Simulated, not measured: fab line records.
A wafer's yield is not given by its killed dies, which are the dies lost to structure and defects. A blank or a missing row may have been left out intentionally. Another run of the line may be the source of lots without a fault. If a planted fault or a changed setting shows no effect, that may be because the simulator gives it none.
Matching of chambers    flow sky130    cmp-01 running SKY_VIA4_CMP_02: 4 sister chambers
The step polishes SiO2. 20 wafers are shown with their chamber, then 10 later ones without.

EACH WAFER AND ITS CHAMBER
wafer   chamber  motor_current_A (A)
L076.2  3        10.8
L076.4  1        11.6
L076.5  1        10.7
L078.2  2        13.1
L078.4  0        11.0
L078.6  0        11.0
L079.1  2        13.5
L079.3  3        11.1
L079.6  2        13.2
L084.2  0        11.1
L084.5  3        10.7
L084.6  0        11.2
L086.2  1        11.7
L086.5  1        12.1
L086.6  0        10.9
L087.2  1        12.0
L087.4  2        14.1
L087.5  3        11.1
L093.1  2        13.3
L093.3  0        11.0

SIGNATURES, as means of the wafers listed above
reading          chamber 0  chamber 1  chamber 2  chamber 3  scatter within a chamber
motor_current_A  11.033     11.620     13.440     10.925     0.357
Rule: for a wafer and a chamber, the distance is found by dividing, reading by reading, the gap between the wafer's reading and the chamber's mean by the reading's scatter, squaring, summing and taking the root. If the next closest chamber is less than 2 further off than the closest, the wafer can't be placed; otherwise it belongs to the closest. The scatter is the square root of a quotient: the sum, over the shown wafers, of each reading's squared deviation from its chamber's mean, divided by wafers minus chambers.

WAFERS WHOSE CHAMBER IS MISSING
wafer   motor_current_A (A)
L093.5  11.3
L092.3  11.8
L092.4  11.0
L092.5  11.6
L096.2  10.9
L096.3  13.4
L096.4  10.6
L097.1  13.2
L097.3  10.8
L097.5  10.8

CHAMBER TAKEN BY EACH
wafer   from the rows above           in truth
L093.5  can't be placed: 0 or 1 or 3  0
L092.3  can't be placed: 1 or 0 or 3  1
L092.4  can't be placed: 0 or 3 or 1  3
L092.5  can't be placed: 1 or 0 or 3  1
L096.2  can't be placed: 3 or 0 or 1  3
L096.3  2                             2
L096.4  can't be placed: 3 or 0 or 1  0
L097.1  2                             2
L097.3  can't be placed: 3 or 0 or 1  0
L097.5  can't be placed: 3 or 0 or 1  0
Placed correctly: 2 of 10. From these rows, 8 cannot be placed; in 8 the true chamber is one of the candidates. Wrongly placed: 0.
